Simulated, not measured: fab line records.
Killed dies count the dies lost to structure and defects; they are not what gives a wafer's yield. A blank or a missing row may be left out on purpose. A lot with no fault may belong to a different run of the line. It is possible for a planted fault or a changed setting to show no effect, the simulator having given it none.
Chamber matching    flow gf180mcu    4 sister chambers for GF_V3_CMP_26 on cmp-02
The step polishes, stops on SiO2, t overpolish 15 s, target thk 0 nm. 8 wafers are shown with their chamber, then 7 later ones without.

WAFERS WITH THEIR CHAMBER
wafer   chamber  motor_current_A (A)  time_to_endpoint_s (s)
L826.2  2        12.4                 79
L828.1  1        9.0                  93
L828.4  2        12.9                 81
L828.5  0        10.3                 84
L838.1  1        8.9                  92
L838.6  3        12.2                 80
L839.1  0        10.1                 89
L839.2  3        11.9                 84

WAFERS MISSING THEIR CHAMBER
wafer   motor_current_A (A)  time_to_endpoint_s (s)
L839.6  10.3                 86
L841.3  13.2                 81
L841.5  12.6                 78
L841.6  8.5                  85
L842.3  9.0                  87
L842.4  12.4                 78
L842.5  11.9                 78

CHAMBER TAKEN BY EACH
wafer   from the rows above      in truth
L839.6  0                        0
L841.3  2                        2
L841.5  2                        2
L841.6  1                        1
L842.3  1                        1
L842.4  can't be placed: 2 or 3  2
L842.5  can't be placed: 3 or 2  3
Correctly placed: 5 of 7. Unplaceable from these rows: 2, with the true chamber sitting among the candidates in 2. Number placed wrongly: 0.
How it was worked out, from the rows above alone: a wafer's distance from a chamber is the root of the sum, over the readings, of the square of ((its reading less the chamber's mean) divided by the reading's scatter). If the next closest chamber is less than 2 further off than the closest, the wafer can't be placed; otherwise it belongs to the closest. For every chamber, the mean is computed from those of its wafers that are shown. The scatter: take each reading less its chamber's mean, square it, sum over the shown wafers, divide by the number of wafers less the number of chambers, and take the root.
